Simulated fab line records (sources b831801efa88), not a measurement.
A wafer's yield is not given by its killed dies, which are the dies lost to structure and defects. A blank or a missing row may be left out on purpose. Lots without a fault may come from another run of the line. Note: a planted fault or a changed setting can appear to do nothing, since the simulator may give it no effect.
Shared-tool check :: flow gf180mcu :: Sampled: 14 lots, 42 wafers

## REASON IT WAS OPENED
2 of 14 lots carry a flag on the reading HV_LDD_3_TW at GF_HV_LDD_TW_MEAS_38. Fault-free wafers read 1439, with a standard deviation of 7.2.
Rule: a lot is flagged when every wafer of it that has a number lies more than 4 standard deviations from that mean, or none has a number. All remaining lots are regarded as sound.

lot: L538
measured: day 11 19:16
on: film-metro-04
HV_LDD_3_TW, wafer by wafer: 1445 1440 1438
flag: 

lot: L539
measured: day 12 04:38
on: film-metro-03
HV_LDD_3_TW, wafer by wafer: 1454 1454 1446
flag: 

lot: L540
measured: day 12 07:29
on: film-metro-01
HV_LDD_3_TW, wafer by wafer: 1444 1442 1442
flag: 

lot: L541
measured: day 12 22:46
on: film-metro-04
HV_LDD_3_TW, wafer by wafer: 1432 1439 1438
flag: 

lot: L543
measured: day 13 04:44
on: film-metro-04
HV_LDD_3_TW, wafer by wafer: 1425 1432 1425
flag: 

lot: L545
measured: day 13 23:52
on: film-metro-04
HV_LDD_3_TW, wafer by wafer: 1423 1426 1423
flag: 

lot: L547
measured: day 14 12:05
on: film-metro-03
HV_LDD_3_TW, wafer by wafer: 1312 1311 1311
flag: FLAGGED

lot: L548
measured: day 14 19:52
on: film-metro-04
HV_LDD_3_TW, wafer by wafer: 1315 1324 1319
flag: FLAGGED

lot: L556
measured: day 17 13:59
on: film-metro-04
HV_LDD_3_TW, wafer by wafer: 1441 1438 1441
flag: 

lot: L557
measured: day 17 21:37
on: film-metro-01
HV_LDD_3_TW, wafer by wafer: 1438 1436 1437
flag: 

lot: L558
measured: day 17 23:14
on: film-metro-04
HV_LDD_3_TW, wafer by wafer: 1439 1447 1442
flag: 

lot: L559
measured: day 18 07:37
on: film-metro-03
HV_LDD_3_TW, wafer by wafer: 1448 1443 1437
flag: 

lot: L560
measured: day 18 16:36
on: film-metro-01
HV_LDD_3_TW, wafer by wafer: 1444 1439 1452
flag: 

lot: L561
measured: day 19 00:58
on: film-metro-04
HV_LDD_3_TW, wafer by wafer: 1427 1431 1429
flag: 
The numbers of the flagged lots are 1315 on average: -124 against the usual, or -17 standard deviations.

## WHICH TOOL RAN EACH LOT
The record holds 1 process step before the reading, out of a route of 602 steps. In each cell: the tool, then ch and the chambers that the sampled wafers went through, then the start.
lot: L538
flag: 
GF_HV_LDD_IMPLANT_36: implanter-03 ch 0, day 11 19:01

lot: L539
flag: 
GF_HV_LDD_IMPLANT_36: implanter-03 ch 0, day 12 04:23

lot: L540
flag: 
GF_HV_LDD_IMPLANT_36: implanter-03 ch 0, day 12 07:14

lot: L541
flag: 
GF_HV_LDD_IMPLANT_36: implanter-03 ch 0, day 12 22:34

lot: L543
flag: 
GF_HV_LDD_IMPLANT_36: implanter-02 ch 0, day 13 04:31

lot: L545
flag: 
GF_HV_LDD_IMPLANT_36: implanter-02 ch 0, day 13 23:37

lot: L547
flag: FLAGGED
GF_HV_LDD_IMPLANT_36: implanter-02, day 14 11:50

lot: L548
flag: FLAGGED
GF_HV_LDD_IMPLANT_36: implanter-03, day 14 19:37

lot: L556
flag: 
GF_HV_LDD_IMPLANT_36: implanter-03 ch 0, day 17 13:47

lot: L557
flag: 
GF_HV_LDD_IMPLANT_36: implanter-03 ch 0, day 17 21:22

lot: L558
flag: 
GF_HV_LDD_IMPLANT_36: implanter-02 ch 0, day 17 22:59

lot: L559
flag: 
GF_HV_LDD_IMPLANT_36: implanter-03 ch 0, day 18 07:25

lot: L560
flag: 
GF_HV_LDD_IMPLANT_36: implanter-04 ch 0, day 18 16:22

lot: L561
flag: 
GF_HV_LDD_IMPLANT_36: implanter-03 ch 0, day 19 00:43
What the steps here do:
- GF_HV_LDD_IMPLANT_36
- GF_HV_LDD_TW_MEAS_38

## FLAGGED OVER TOTAL, TOOL BY TOOL (the gauges that took the reading come last)
step: GF_HV_LDD_IMPLANT_36
tool: implanter-02
lots run: 4
flagged: 1
share of the flagged lots: some
sound lots run after its first flagged lot: 1 (L558)

step: GF_HV_LDD_IMPLANT_36
tool: implanter-03
lots run: 9
flagged: 1
share of the flagged lots: some
sound lots run after its first flagged lot: 4 (L556,L557,L559,L561)

step: GF_HV_LDD_IMPLANT_36
tool: implanter-04
lots run: 1
flagged: 0
share of the flagged lots: none
sound lots run after its first flagged lot: -

step: GF_HV_LDD_TW_MEAS_38
tool: film-metro-01
lots run: 3
flagged: 0
share of the flagged lots: none
sound lots run after its first flagged lot: -

step: GF_HV_LDD_TW_MEAS_38
tool: film-metro-03
lots run: 3
flagged: 1
share of the flagged lots: some
sound lots run after its first flagged lot: 1 (L559)

step: GF_HV_LDD_TW_MEAS_38
tool: film-metro-04
lots run: 8
flagged: 1
share of the flagged lots: some
sound lots run after its first flagged lot: 3 (L556,L558,L561)

## WHAT THE TABLE PERMITS
No row of the table ran every flagged lot.

## WHAT HAD BEEN PUT IN BY THE SIMULATOR
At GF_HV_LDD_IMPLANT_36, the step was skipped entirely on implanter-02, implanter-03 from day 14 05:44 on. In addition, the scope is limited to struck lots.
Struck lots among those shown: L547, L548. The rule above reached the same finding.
